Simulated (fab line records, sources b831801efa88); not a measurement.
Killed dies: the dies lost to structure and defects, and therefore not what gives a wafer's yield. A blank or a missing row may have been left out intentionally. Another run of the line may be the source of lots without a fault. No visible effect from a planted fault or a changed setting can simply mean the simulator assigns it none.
Problem report in the 8D (eight disciplines) form, filled by code :: flow sky130 :: the parts of the form that need people (team, actions taken, sign-off) are left out

## 1. THE ISSUE
Mean of oesProductAu at SKY_VIA2_ETCH_15: 0.882 a.u. across 9 wafers in 3 lots; on wafers with no fault it is 0.939 a.u. (standard deviation 0.0041). Relative to the usual mean, that is a shift of -14 standard deviations.
The step: etches SiO2 in C4F8/O2/Ar, stops on TiN, target depth 546 nm, time 84 s.
Seen first at day 39 03:35 on rieDiel-01, wafer L193.2. The record holds 30 wafers of 10 lots with a number at this step. The rule behind "out" and "out of limits": a value lying over 4 standard deviations away from the usual mean. All remaining wafers that have a number are taken as sound.

## 2. WHAT IT IS, WHAT IT ISN'T
question: which readings at this step
is: oesProductAu
is not: -

question: which lots
is: L193, L195, L198
is not: L185, L188, L190, L192, L206, L207, L208

question: which wafers of those lots
is: all that have a number
is not: -

question: read on which tools
is: rieDiel-01, rieDiel-03
is not: rieDiel-04

question: when
is: from day 39 03:35
is not: up to then (12 sound wafers); but 9 sound wafers of L206, L207, L208 came after

## 3. THE SUSPECTS, EACH WITH WHAT RULES IT OUT
Counting: any tool at a process step up to the reading is kept as a suspect provided that every lot that is out went through it and no sound lot did after the first of them.
- cmp-01 at SKY_VIA2_CMP_02 (polishes SiO2): ruled out as a lasting fault. The sound lots L206, L208 went through it after L193, its earliest lot that is out (day 38 01:25).
Left after counting: nothing in the record.

## 4. THE CAUSE (what the simulator had put in)
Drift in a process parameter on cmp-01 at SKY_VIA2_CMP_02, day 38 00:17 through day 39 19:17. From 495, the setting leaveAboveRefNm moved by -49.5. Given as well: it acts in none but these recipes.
The count ruled it out by mistake, since the rule takes a fault to strike every lot its tool runs from the start of the fault on, and this one did not do so.

## 5. THE CHAIN OF EFFECTS, in route order
Rows list readings where the struck wafers' mean (over those with a number) sits beyond 3 standard deviations from the usual. Only readings whose record carries a usual standard deviation are examined. hours: median over the lots of the time between each lot's start at the first step of this table that gives one and its start at this step. sigmas: the change, counted in usual standard deviations.
hours: 0
step: SKY_VIA2_ETCH_15
reading: oesProductAu
usual: 0.939 a.u.
on struck wafers: 0.882
change: -0.057
sigmas: -14
The process steps in it:
- SKY_VIA2_ETCH_15: etches SiO2 in C4F8/O2/Ar, stops on TiN, target depth 546 nm, time 84 s.

## 6. WHAT WOULD HAVE CAUGHT IT SOONER
In this record no reading fell out of limits until day 39 03:35, 27 hours after the fault had begun at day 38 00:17.
Tool readings at SKY_VIA2_CMP_02 with a usual standard deviation given in the record: none out on any struck wafer, hence no alarm at a limit of 4 standard deviations on them.
